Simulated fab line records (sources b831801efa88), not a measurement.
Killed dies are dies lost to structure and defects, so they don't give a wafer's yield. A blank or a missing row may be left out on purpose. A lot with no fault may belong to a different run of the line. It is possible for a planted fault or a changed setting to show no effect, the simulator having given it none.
fab line records ; flow gf180mcu
record lots=6; wafers=18; last_day=34
route steps=602 shown HV_LDD@232 NSD@235 PSD@248
lots that met no fault: from a run of the same line without faults
start_h: hours from the record's opening day to when the first of the lot's shown wafers began ; wait_h: hours from the lot's prior step to this one ; " the same as in the row above ; L1.1+2: one row covering several wafers at once ; - no value present, or no start provided ; * or withheld: withheld ; < > ~ a bound
route shown NAME@n: names a module that has steps shown in the file, with the first one's number in the route ; usual: the fault-free wafers' mean and standard deviation ; same: alike in all rows ; chamber/n: place in a boat ; sites: readings site by site ; _std_site: standard deviation of those values ; _edge_site: the outer-site mean with the inner-site mean subtracted ; radius_mm: for every site, how far away it sits from the centre of the wafer ; mask NAME#n: copy n ; behind: the most recent tool/chamber to have shaped the wafer ; hold: cause of the lot's hold/its duration in hours/its outcome ; device: the transistor (n, p or np) that didn't switch ; end of line: at the end of the route, the tests of the same wafers ; a step without rows: its recipe alone ; killed: at the first sort, the dies lost to defects and structure; wafer yield is something else ; map: a wafer's dies, x killed, . not, _ none there
set.NAME: setting as actually run; set.NAME@STEP: the setting as run at that earlier step ; model.NAME: the simulator's own value behind a step, which no gauge read
certain route steps with their lots: each step a table, each wafer a row
services: from which hour (start_h, from the record's first day; less than 0 if before it) a tool's chamber was out of use, for how many hours, and why
## steps
# step GF_HV_LDD_CVD_56
# recipe material=Si3N4; precursor=DCS/NH3; target_thk_nm=90; temp_c=770; time_s=1543; pressure_mtorr=250
# step GF_HV_LDD_THK_MEAS_57
# recipe reads=Si3N4_of_HV_LDD_CVD_56
# usual HV_LDD_CVD_56_THK=89.8/0.88
lot.wafer;tool;chamber;start_h;wait_h;HV_LDD_CVD_56_THK[nm]
L137.4;film_metro-03;-;289.88;0.0;89.7
L137.5;film_metro-03;-;289.88;0.0;89.8
L137.6;film_metro-03;-;289.88;0.0;90.3
L146.2;film_metro-01;-;357.11;0.0;89.0
L146.3;film_metro-01;-;357.11;0.0;87.9
L146.6;film_metro-01;-;357.11;0.0;88.2
L148.3;film_metro-03;-;377.80;0.0;91.9
L148.4;film_metro-03;-;377.80;0.0;91.1
L148.5;film_metro-03;-;377.80;0.0;91.0
L149.1;film_metro-03;-;390.04;0.0;90.6
L149.3;film_metro-03;-;390.04;0.0;89.9
L149.5;film_metro-03;-;390.04;0.0;91.1
L150.2;film_metro-03;-;395.90;0.0;90.3
L150.4;film_metro-03;-;395.90;0.0;89.6
L150.6;film_metro-03;-;395.90;0.0;90.1
L158.1;film_metro-01;-;454.03;0.0;88.9
L158.3;film_metro-01;-;454.03;0.0;89.4
L158.6;film_metro-01;-;454.03;0.0;88.8
# step GF_HV_LDD_ETCHBACK_58
# recipe chemistry=CH3F/O2; target=Si3N4; stop_on=SiO2; source_w=400; bias_w=80; pressure_mtorr=25; ch3f_flow_sccm=40; O2_flow_sccm=30; time_s=100; target_depth_a=900
# usual drypump_motor_current_A=5.5/0.54; oes_product_au=0.842/0.0065; rf_fwd_power_W=397.7/1.6; throttle_valve_pct=10.560/0.0086
lot.wafer;tool;chamber;start_h;wait_h;drypump_motor_current_A;oes_product_au;rf_fwd_power_W;rf_hours_counter_h;throttle_valve_pct
L137.4;rie_diel-03;0;289.95;0.1;6.4;0.837;397.8;-;10.550
L137.5;rie_diel-03;2;289.95;0.1;4.7;0.841;399.6;-;10.553
L137.6;rie_diel-03;1;289.95;0.1;6.3;0.842;394.2;-;10.556
L146.2;rie_diel-03;0;357.16;0.0;6.4;0.836;398.4;115;10.557
L146.3;rie_diel-03;1;357.16;0.0;6.3;0.835;395.4;17;10.544
L146.6;rie_diel-03;1;357.16;0.0;6.3;0.834;396.2;-;10.564
L148.3;rie_diel-04;1;377.84;0.0;5.2;0.847;398.5;26;10.568
L148.4;rie_diel-04;1;377.84;0.0;5.2;0.844;396.8;-;10.543
L148.5;rie_diel-04;2;377.84;0.0;5.4;0.849;399.0;-;10.565
L149.1;rie_diel-02;3;390.10;0.1;5.5;0.857;396.9;53;10.555
L149.3;rie_diel-02;0;390.10;0.1;5.3;0.840;397.5;0;10.555
L149.5;rie_diel-02;2;390.10;0.1;5.7;0.852;396.9;-;10.559
L150.2;rie_diel-02;3;395.95;0.0;5.5;0.847;396.4;54;10.561
L150.4;rie_diel-02;0;395.95;0.0;5.4;0.843;396.7;0;10.555
L150.6;rie_diel-02;1;395.95;0.0;5.4;0.837;397.6;-;10.562
L158.1;rie_diel-02;1;454.09;0.1;5.4;0.842;396.1;8;10.551
L158.3;rie_diel-02;2;454.09;0.1;5.7;0.840;400.2;45;10.557
L158.6;rie_diel-02;0;454.09;0.1;5.4;0.837;398.2;-;10.552
# step GF_NSD_DEHYDRATE_00
# recipe temp_c=200; time_s=60
# step GF_NSD_HMDS_01
# recipe prime_time_s=60; prime_temp_c=120
# step GF_NSD_COAT_02
# recipe resist=NOVOLAK; spin_rpm=3000; resist_thk_nm=1000
# step GF_NSD_SOFTBAKE_03
# recipe temp_c=90; time_s=60; resist=NOVOLAK
# step GF_NSD_EXPOSE_04
# recipe mask_id=Nplus; target_cd_nm=400; na=0.6; source_shape=conventional; sigma_outer=0.6; dose_mj=140
# step GF_NSD_PEB_05
# recipe temp_c=withheld; time_s=*; resist=NOVOLAK
# step GF_NSD_DEVELOP_06
# recipe develop_time_s=60; dev_temp_c=23
# step GF_NSD_CD_MEAS_07
# recipe target_cd_nm=400
# usual cd_nm=399.9/2.3
lot.wafer;tool;chamber;start_h;wait_h;cd_nm
L137.4;cd_sem-02;-;309.71;0.1;399.4
L137.5;cd_sem-02;-;309.71;0.1;399.5
L137.6;cd_sem-02;-;309.71;0.1;399.8
L146.2;cd_sem-02;-;379.32;0.1;399.5
L146.3;cd_sem-02;-;379.32;0.1;399.9
L146.6;cd_sem-02;-;379.32;0.1;400.1
L148.3;cd_sem-01;-;399.73;0.1;397.9
L148.4;cd_sem-01;-;399.73;0.1;400.6
L148.5;cd_sem-01;-;399.73;0.1;397.5
L149.1;cd_sem-02;-;412.66;0.1;401.7
L149.3;cd_sem-02;-;412.66;0.1;402.6
L149.5;cd_sem-02;-;412.66;0.1;400.2
L150.2;cd_sem-01;-;418.81;0.1;398.7
L150.4;cd_sem-01;-;418.81;0.1;401.7
L150.6;cd_sem-01;-;418.81;0.1;401.8
L158.1;cd_sem-01;-;477.15;0.1;404.4
L158.3;cd_sem-01;-;477.15;0.1;404.0
L158.6;cd_sem-01;-;477.15;0.1;402.5
# step GF_NSD_OVL_MEAS_08
# usual NSD_OVL=-0.2/1.4
lot.wafer;tool;chamber;start_h;wait_h;NSD_OVL[nm]
L137.4;overlay-02;-;309.79;0.1;0.3
L137.5;overlay-02;-;309.79;0.1;-0.6
L137.6;overlay-02;-;309.79;0.1;0.4
L146.2;overlay-01;-;379.42;0.1;0.4
L146.3;overlay-01;-;379.42;0.1;1.6
L146.6;overlay-01;-;379.42;0.1;1.5
L148.3;overlay-02;-;399.82;0.1;0.4
L148.4;overlay-02;-;399.82;0.1;-1.0
L148.5;overlay-02;-;399.82;0.1;-0.1
L149.1;overlay-01;-;412.78;0.1;0.5
L149.3;overlay-01;-;412.78;0.1;-1.0
L149.5;overlay-01;-;412.78;0.1;-0.9
L150.2;overlay-02;-;418.92;0.1;-0.6
L150.4;overlay-02;-;418.92;0.1;-0.7
L150.6;overlay-02;-;418.92;0.1;0.1
L158.1;overlay-01;-;477.27;0.1;0.3
L158.3;overlay-01;-;477.27;0.1;-0.9
L158.6;overlay-01;-;477.27;0.1;0.0
# step GF_NSD_IMPLANT_09
# recipe species=As; energy_kev=60; dose_cm2=4e+15; tilt_deg=7
# usual beam_energy_keV=59.997/0.019; beam_on_s=18.4/2; dose_ions_cm2=4e+15/4.8e+12
lot.wafer;tool;chamber;start_h;wait_h;beam_energy_keV;beam_on_s;dose_ions_cm2
L137.4;implanter-03;0;309.88;0.1;60.015;19.5;4e+15
L137.5;implanter-03;0;309.88;0.1;60.017;20.1;4.007e+15
L137.6;implanter-03;0;309.88;0.1;59.982;20.1;4.004e+15
L146.2;implanter-03;0;379.48;0.0;59.957;19.4;3.998e+15
L146.3;implanter-03;0;379.48;0.0;59.995;20.2;3.991e+15
L146.6;implanter-03;0;379.48;0.0;60.011;20.0;3.999e+15
L148.3;implanter-03;-;399.90;0.1;-;-;-
L148.4;implanter-03;-;399.90;0.1;-;-;-
L148.5;implanter-03;-;399.90;0.1;-;-;-
L149.1;implanter-04;-;412.82;0.0;-;-;-
L149.3;implanter-04;-;412.82;0.0;-;-;-
L149.5;implanter-04;-;412.82;0.0;-;-;-
L150.2;implanter-03;0;418.97;0.0;60.026;20.1;3.997e+15
L150.4;implanter-03;0;418.97;0.0;60.021;19.4;3.987e+15
L150.6;implanter-03;0;418.97;0.0;60.000;19.9;3.992e+15
L158.1;implanter-01;0;477.30;0.0;60.001;20.3;4.008e+15
L158.3;implanter-01;0;477.30;0.0;59.994;20.6;3.994e+15
L158.6;implanter-01;0;477.30;0.0;59.977;20.0;4.003e+15
# step GF_NSD_IMPLANT_10
# recipe species=P; energy_kev=40; dose_cm2=5e+14; tilt_deg=7
# step GF_NSD_STRIP_11
# recipe chemistry=O2/N2; power_w=1400; pressure_mtorr=1500; platen_temp_c=250; o2_flow_sccm=3000; n2_flow_sccm=300; overash_fraction=0.5
# usual drypump_motor_current_A=5.7/0.61; heater_power_w=341/18; oes_product_au=0.487/0.005; strip_time_to_endpoint_s=22.964/0.03
lot.wafer;tool;chamber;start_h;wait_h;drypump_motor_current_A;heater_power_w;oes_product_au;rf_hours_counter_h;strip_time_to_endpoint_s
L137.4;plasma_asher-04;1;310.14;0.1;5.8;354;0.485;-;22.980
L137.5;plasma_asher-04;1;310.14;0.1;5.8;350;0.486;-;22.953
L137.6;plasma_asher-04;0;310.14;0.1;5.8;339;0.493;-;22.916
L146.2;plasma_asher-02;1;379.75;0.1;6.7;319;0.482;73;22.967
L146.3;plasma_asher-02;1;379.75;0.1;6.7;315;0.492;-;22.986
L146.6;plasma_asher-02;1;379.75;0.1;6.6;317;0.489;-;22.974
L148.3;plasma_asher-02;1;400.18;0.1;6.6;316;0.708;-;12.880
L148.4;plasma_asher-02;0;400.18;0.1;5.8;358;0.705;-;12.835
L148.5;plasma_asher-02;0;400.18;0.1;5.8;359;0.706;-;12.850
L149.1;plasma_asher-03;1;413.12;0.1;4.6;357;0.703;62;12.768
L149.3;plasma_asher-03;0;413.12;0.1;5.9;329;0.701;-;12.762
L149.5;plasma_asher-03;1;413.12;0.1;4.6;360;0.713;-;12.797
L150.2;plasma_asher-03;0;419.25;0.1;5.9;328;0.492;62;22.987
L150.4;plasma_asher-03;1;419.25;0.1;4.6;364;0.496;-;22.932
L150.6;plasma_asher-03;0;419.25;0.1;5.9;326;0.483;-;22.979
L158.1;plasma_asher-02;0;477.60;0.1;5.8;357;0.492;5;22.979
L158.3;plasma_asher-02;0;477.60;0.1;5.8;356;0.479;-;22.942
L158.6;plasma_asher-02;1;477.60;0.1;6.7;319;0.487;-;22.950
# step GF_NSD_TW_MEAS_12
# usual NSD_TW=4220/25
lot.wafer;tool;chamber;start_h;wait_h;NSD_TW
L137.4;film_metro-01;-;310.23;0.1;4188
L137.5;film_metro-01;-;310.23;0.1;4171
L137.6;film_metro-01;-;310.23;0.1;4194
L146.2;film_metro-04;-;379.86;0.1;4221
L146.3;film_metro-04;-;379.86;0.1;4226
L146.6;film_metro-04;-;379.86;0.1;4227
L148.3;film_metro-04;-;400.27;0.1;2989
L148.4;film_metro-04;-;400.27;0.1;2975
L148.5;film_metro-04;-;400.27;0.1;2971
L149.1;film_metro-03;-;413.22;0.1;2995
L149.3;film_metro-03;-;413.22;0.1;2996
L149.5;film_metro-03;-;413.22;0.1;3025
L150.2;film_metro-04;-;419.36;0.1;4191
L150.4;film_metro-04;-;419.36;0.1;4212
L150.6;film_metro-04;-;419.36;0.1;4214
L158.1;film_metro-04;-;477.70;0.1;4216
L158.3;film_metro-04;-;477.70;0.1;4206
L158.6;film_metro-04;-;477.70;0.1;4199
# step GF_PSD_DEHYDRATE_00
# recipe temp_c=200; time_s=60
# step GF_PSD_HMDS_01
# recipe prime_time_s=60; prime_temp_c=120
# step GF_PSD_COAT_02
# recipe resist=NOVOLAK; spin_rpm=3000; resist_thk_nm=1000
# step GF_PSD_SOFTBAKE_03
# recipe temp_c=90; time_s=60; resist=NOVOLAK
# step GF_PSD_EXPOSE_04
# recipe mask_id=Pplus; target_cd_nm=400; na=0.6; source_shape=conventional; sigma_outer=0.6; dose_mj=140
# step GF_PSD_PEB_05
# recipe temp_c=withheld; time_s=*; resist=NOVOLAK
# step GF_PSD_DEVELOP_06
# recipe develop_time_s=60; dev_temp_c=23
# step GF_PSD_CD_MEAS_07
# recipe target_cd_nm=400
# usual cd_nm=400.1/2.4
lot.wafer;tool;chamber;start_h;wait_h;cd_nm
L137.4;cd_sem-02;-;331.51;0.1;399.1
L137.5;cd_sem-02;-;331.51;0.1;399.5
L137.6;cd_sem-02;-;331.51;0.1;399.5
L146.2;cd_sem-02;-;402.32;0.1;400.3
L146.3;cd_sem-02;-;402.32;0.1;401.6
L146.6;cd_sem-02;-;402.32;0.1;403.2
L148.3;cd_sem-01;-;422.69;0.1;403.5
L148.4;cd_sem-01;-;422.69;0.1;402.3
L148.5;cd_sem-01;-;422.69;0.1;402.5
L149.1;cd_sem-02;-;437.15;0.1;401.1
L149.3;cd_sem-02;-;437.15;0.1;400.1
L149.5;cd_sem-02;-;437.15;0.1;401.6
L150.2;cd_sem-01;-;444.02;0.1;397.1
L150.4;cd_sem-01;-;444.02;0.1;398.5
L150.6;cd_sem-01;-;444.02;0.1;396.6
L158.1;cd_sem-01;-;501.80;0.1;396.5
L158.3;cd_sem-01;-;501.80;0.1;397.3
L158.6;cd_sem-01;-;501.80;0.1;398.9
# step GF_PSD_OVL_MEAS_08
# usual PSD_OVL=1.0/1.1
lot.wafer;tool;chamber;start_h;wait_h;PSD_OVL[nm]
L137.4;overlay-01;-;331.59;0.1;0.4
L137.5;overlay-01;-;331.59;0.1;-0.4
L137.6;overlay-01;-;331.59;0.1;-0.1
L146.2;overlay-02;-;402.42;0.1;2.2
L146.3;overlay-02;-;402.42;0.1;3.3
L146.6;overlay-02;-;402.42;0.1;3.1
L148.3;overlay-02;-;422.78;0.1;1.5
L148.4;overlay-02;-;422.78;0.1;-0.2
L148.5;overlay-02;-;422.78;0.1;-0.5
L149.1;overlay-01;-;437.30;0.1;0.8
L149.3;overlay-01;-;437.30;0.1;1.8
L149.5;overlay-01;-;437.30;0.1;0.1
L150.2;overlay-02;-;444.12;0.1;1.8
L150.4;overlay-02;-;444.12;0.1;0.8
L150.6;overlay-02;-;444.12;0.1;-1.1
L158.1;overlay-01;-;501.92;0.1;1.6
L158.3;overlay-01;-;501.92;0.1;1.5
L158.6;overlay-01;-;501.92;0.1;1.6
# step GF_PSD_IMPLANT_09
# recipe species=BF2; energy_kev=40; dose_cm2=1.5e+15; tilt_deg=7
# step GF_PSD_STRIP_10
# recipe chemistry=O2/N2; power_w=1400; pressure_mtorr=1500; platen_temp_c=250; o2_flow_sccm=3000; n2_flow_sccm=300; overash_fraction=0.5
# usual drypump_motor_current_A=5.8/0.64; heater_power_w=332/21; oes_product_au=0.593/0.0044; strip_time_to_endpoint_s=16.54/0.034
lot.wafer;tool;chamber;start_h;wait_h;drypump_motor_current_A;heater_power_w;oes_product_au;rf_hours_counter_h;strip_time_to_endpoint_s
L137.4;plasma_asher-03;1;331.79;0.1;4.6;359;0.589;-;16.54
L137.5;plasma_asher-03;1;331.79;0.1;4.6;350;0.593;-;16.55
L137.6;plasma_asher-03;0;331.79;0.1;5.9;330;0.587;-;16.54
L146.2;plasma_asher-03;0;402.60;0.1;5.9;330;0.590;61;16.57
L146.3;plasma_asher-03;0;402.60;0.1;5.9;330;0.603;-;16.53
L146.6;plasma_asher-03;0;402.60;0.1;5.9;328;0.590;-;16.55
L148.3;plasma_asher-01;1;422.99;0.1;5.3;327;0.588;-;16.55
L148.4;plasma_asher-01;0;422.99;0.1;6.2;315;0.588;-;16.52
L148.5;plasma_asher-01;1;422.99;0.1;5.3;319;0.597;-;16.53
L149.1;plasma_asher-01;1;437.48;0.1;5.2;321;0.591;79;16.52
L149.3;plasma_asher-01;0;437.48;0.1;6.3;313;0.595;-;16.55
L149.5;plasma_asher-01;0;437.48;0.1;6.2;304;0.596;-;16.55
L150.2;plasma_asher-02;1;444.30;0.1;6.6;323;0.598;1;16.55
L150.4;plasma_asher-02;0;444.30;0.1;5.8;360;0.589;-;16.58
L150.6;plasma_asher-02;0;444.30;0.1;5.8;360;0.597;-;16.54
L158.1;plasma_asher-01;1;502.10;0.1;5.3;323;0.591;86;16.51
L158.3;plasma_asher-01;0;502.10;0.1;6.3;312;0.597;-;16.55
L158.6;plasma_asher-01;1;502.10;0.1;5.3;323;0.592;-;16.57
# step GF_PSD_TW_MEAS_11
# usual PSD_TW=3158/19
lot.wafer;tool;chamber;start_h;wait_h;PSD_TW
L137.4;film_metro-04;-;331.88;0.1;3148
L137.5;film_metro-04;-;331.88;0.1;3137
L137.6;film_metro-04;-;331.88;0.1;3152
L146.2;film_metro-03;-;402.71;0.1;3170
L146.3;film_metro-03;-;402.71;0.1;3167
L146.6;film_metro-03;-;402.71;0.1;3165
L148.3;film_metro-01;-;423.07;0.1;3125
L148.4;film_metro-01;-;423.07;0.1;3128
L148.5;film_metro-01;-;423.07;0.1;3129
L149.1;film_metro-01;-;437.58;0.1;3144
L149.3;film_metro-01;-;437.58;0.1;3146
L149.5;film_metro-01;-;437.58;0.1;3152
L150.2;film_metro-04;-;444.41;0.1;3181
L150.4;film_metro-04;-;444.41;0.1;3183
L150.6;film_metro-04;-;444.41;0.1;3171
L158.1;film_metro-03;-;502.20;0.1;3186
L158.3;film_metro-03;-;502.20;0.1;3175
L158.6;film_metro-03;-;502.20;0.1;3188
# step GF_PSD_CLEAN_12
# recipe chemistry=SC1/SC2; mix=1:4:20; temp_c=70; time_s=150; dry=n2_spin
# step GF_PSD_RTA_13
# recipe temp_c=1025; time_s=20; ambient=N2
# usual lamp_power_pct=32.7/1.2; wafer_temp_C_max=1031.7/2.5
lot.wafer;tool;chamber;start_h;wait_h;lamp_power_pct;wafer_temp_C_max
L137.4;rtp_anneal-02;0;332.01;0.0;31.6;1028.8
L137.5;rtp_anneal-02;0;332.01;0.0;31.7;1028.9
L137.6;rtp_anneal-02;0;332.01;0.0;31.6;1029.6
L146.2;rtp_anneal-02;0;402.83;0.0;31.6;1028.8
L146.3;rtp_anneal-02;0;402.83;0.0;31.6;1030.2
L146.6;rtp_anneal-02;0;402.83;0.0;31.6;1029.8
L148.3;rtp_anneal-01;0;423.22;0.1;34.0;1033.4
L148.4;rtp_anneal-01;0;423.22;0.1;34.0;1034.9
L148.5;rtp_anneal-01;0;423.22;0.1;33.9;1034.8
L149.1;rtp_anneal-02;0;437.69;0.0;31.6;1029.0
L149.3;rtp_anneal-02;0;437.69;0.0;31.6;1032.6
L149.5;rtp_anneal-02;0;437.69;0.0;31.6;1028.4
L150.2;rtp_anneal-01;0;444.53;0.0;33.9;1034.5
L150.4;rtp_anneal-01;0;444.53;0.0;34.0;1034.0
L150.6;rtp_anneal-01;0;444.53;0.0;34.0;1034.5
L158.1;rtp_anneal-01;0;502.36;0.0;34.0;1034.3
L158.3;rtp_anneal-01;0;502.36;0.0;33.9;1034.8
L158.6;rtp_anneal-01;0;502.36;0.0;33.9;1034.5
# step GF_PSD_RS_MEAS_14
# recipe thk_meas_gauge=four-point-probe
# usual NSD_RS=46.09/0.092
lot.wafer;tool;chamber;start_h;wait_h;NSD_RS[ohm/sq]
L137.4;film_metro-03;-;332.11;0.1;45.96
L137.5;film_metro-03;-;332.11;0.1;46.19
L137.6;film_metro-03;-;332.11;0.1;46.08
L146.2;film_metro-01;-;402.92;0.1;46.09
L146.3;film_metro-01;-;402.92;0.1;46.10
L146.6;film_metro-01;-;402.92;0.1;46.12
L148.3;film_metro-04;-;423.37;0.1;138.23
L148.4;film_metro-04;-;423.37;0.1;138.23
L148.5;film_metro-04;-;423.37;0.1;138.17
L149.1;film_metro-03;-;437.78;0.1;137.99
L149.3;film_metro-03;-;437.78;0.1;138.09
L149.5;film_metro-03;-;437.78;0.1;138.31
L150.2;film_metro-03;-;444.62;0.1;46.29
L150.4;film_metro-03;-;444.62;0.1;46.05
L150.6;film_metro-03;-;444.62;0.1;46.28
L158.1;film_metro-03;-;502.45;0.1;45.97
L158.3;film_metro-03;-;502.45;0.1;46.00
L158.6;film_metro-03;-;502.45;0.1;46.17
## services
tool;chamber;start_h;hours;kind
plasma_asher-02;-;270.82;1.4;repair
implanter-01;-;273.60;2.9;pm
rie_diel-02;3;285.99;3.8;repair
rie_diel-03;-;286.31;1.5;repair
rie_diel-03;3;288.91;7.3;repair
rie_diel-03;1;292.35;22.2;repair
plasma_asher-03;-;343.06;12.3;repair
implanter-03;-;364.19;0.7;repair
rtp_anneal-01;-;382.99;1.0;pm
rie_diel-02;1;401.82;7.6;repair
rie_diel-03;-;404.86;0.5;repair
rie_diel-03;1;414.37;1.7;repair
plasma_asher-02;-;421.25;9.0;pm
rie_diel-02;1;425.07;5.0;repair
rie_diel-03;2;427.16;26.8;repair
rie_diel-03;3;427.46;1.8;repair
rie_diel-02;3;447.29;9.4;repair
plasma_asher-03;-;451.93;2.8;pm
rie_diel-03;1;467.30;8.2;repair
rie_diel-02;1;467.95;1.4;repair
rie_diel-03;3;481.44;1.6;repair
plasma_asher-03;-;485.73;0.9;repair
plasma_asher-03;-;487.89;2.3;repair
rtp_anneal-02;-;492.33;3.7;pm
## key
first_sign step=GF_NSD_IMPLANT_09; reading=tool_record; direction=missing
effect step=GF_NSD_STRIP_11; reading=strip_time_to_endpoint_s; direction=down; sigmas=99+; usual=*; struck=*
effect step=GF_NSD_TW_MEAS_12; reading=NSD_TW; direction=down; sigmas=50; usual=4220; struck=2992
effect step=GF_PSD_RS_MEAS_14; reading=NSD_RS; direction=up; sigmas=99+; usual=46.09; struck=138.17
met_at GF_NSD_IMPLANT_09
struck_wafers L148.3,L148.4,L148.5,L149.1,L149.3,L149.5
later_rows_left_out L148.3,L148.4,L148.5,L149.1,L149.3,L149.5
sort_left_out L148.3,L148.4,L148.5,L149.1,L149.3,L149.5
tester_left_out L148,L149
onset_between 379.48 399.90
fault kind=skipped_step_whole; tool=implanter-03,implanter-04; chamber=-; onset_h=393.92; steps=GF_NSD_IMPLANT_09; scope=struck_lots_only
# tester_left_out: of these lots the tester's yield and bins aren't shown, on N5 and GAA mostly nor the transistor test; their killed dies are dies lost to structure and defects alone, not to doping, threshold or leakage, so they don't give the yield
# sort_left_out: the simulated sort isn't trusted on such a fault, so these wafers' sort isn't shown, and their yield isn't known
# later_rows_left_out: the simulator's readings of these wafers behind a module that went badly wrong aren't trusted and aren't shown, but for the sort
